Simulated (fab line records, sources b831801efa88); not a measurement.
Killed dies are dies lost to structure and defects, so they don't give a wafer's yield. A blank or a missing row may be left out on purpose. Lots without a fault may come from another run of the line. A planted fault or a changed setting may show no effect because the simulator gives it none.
A struck lot beside a sound one | flow sky130 | 18 steps out of a route of 708
Sound: wafers L711.2, L711.3, L711.5. Struck: wafers L726.1, L726.2, L726.5. The cause comes at the end.
At each step with rows: each side's tool, then ch and its chambers, then its first start. Under that, the readings that differ: sound wafers | struck wafers | difference of the means | sigmas: that difference in standard deviations of wafers without a fault.
alike: readings whose means differ by less than 2 such deviations, and words and numbers that are the same on both sides. not compared: withheld readings, readings that some wafer has no value for, bounds like >300 that may hide the same value, and numbers for which the record gives no deviation and whose values overlap.
The two part at a step that has a row with sigmas, a row that says differs or no value, or rows on one side only. Numbers that don't overlap but have no deviation are shown without sigmas and don't part them. A reading that every wafer of one side lacks parts them only if that side has two wafers or more.

first, 4 steps without rows for these wafers: SKY_VT_ADJUST_PCH_SOFTBAKE_03; SKY_VT_ADJUST_PCH_EXPOSE_04 (exposes mask NWM, target cd 840 nm); SKY_VT_ADJUST_PCH_PEB_05; SKY_VT_ADJUST_PCH_DEVELOP_06 (develop time 60 s).
SKY_VT_ADJUST_PCH_OVL_MEAS_07:
  sound on overlay-01, day 11 00:15; struck on overlay-01, day 15 19:50
  alike: VT_ADJUST_PCH_OVL
then, 1 step without rows for these wafers: SKY_VT_ADJUST_PCH_IMPLANT_08.
SKY_VT_ADJUST_PCH_STRIP_09: strips in O2/N2.
  sound on plasma_asher-02 ch 0,1, day 11 00:26; struck on plasma_asher-02 ch 0,1, day 15 20:01
  alike: drypump_motor_current_A, oes_product_au, strip_time_to_endpoint_s
  not compared: rf_hours_counter_h
SKY_VT_ADJUST_PCH_TW_MEAS_10:
  sound on film_metro-02, day 11 00:32; struck on film_metro-03, day 15 20:07
  alike: VT_ADJUST_PCH_TW
then, 4 steps without rows for these wafers: SKY_SONOS_TUNNEL_DEHYDRATE_00 (time 60 s); SKY_SONOS_TUNNEL_HMDS_01 (prime time 60 s); SKY_SONOS_TUNNEL_COAT_02 (resist thk 1140 nm); SKY_SONOS_TUNNEL_SOFTBAKE_03 (time 60 s).
SKY_SONOS_TUNNEL_EXPOSE_04: exposes mask TUNM, target cd 410 nm.
  sound on iline_stepper-02 ch 0, day 11 12:37; struck on iline_stepper-01 ch 0, day 16 10:31
  reading                              | sound                      | struck            | difference | sigmas
  model.SONOS_TUNNEL.overlay_x_nm (nm) | -0.05042 -0.05042 -0.05042 | 264.4 264.4 264.4 | +264.5     |
  alike: mask
then, 2 steps without rows for these wafers: SKY_SONOS_TUNNEL_PEB_05; SKY_SONOS_TUNNEL_DEVELOP_06 (develop time 60 s).
SKY_SONOS_TUNNEL_CD_MEAS_07: target cd 410 nm.
  sound on cd_sem-02, day 12 00:28; struck on cd_sem-01, day 17 00:11
  alike: cd_nm
SKY_SONOS_TUNNEL_OVL_MEAS_08:
  sound on overlay-01, day 12 00:34; struck on overlay-01, day 17 00:31
  reading               | sound          | struck            | difference | sigmas
  SONOS_TUNNEL_OVL (nm) | -0.6 -1.9 -1.5 | 266.1 267.2 265.8 | +267.7     | +99 or more
  not compared: hold
then, 1 step without rows for these wafers: SKY_PAD_OPEN_PROBE_99.

WHERE THEY PART
Only at SKY_SONOS_TUNNEL_OVL_MEAS_08, within this record.

WHY: what the simulator had put in
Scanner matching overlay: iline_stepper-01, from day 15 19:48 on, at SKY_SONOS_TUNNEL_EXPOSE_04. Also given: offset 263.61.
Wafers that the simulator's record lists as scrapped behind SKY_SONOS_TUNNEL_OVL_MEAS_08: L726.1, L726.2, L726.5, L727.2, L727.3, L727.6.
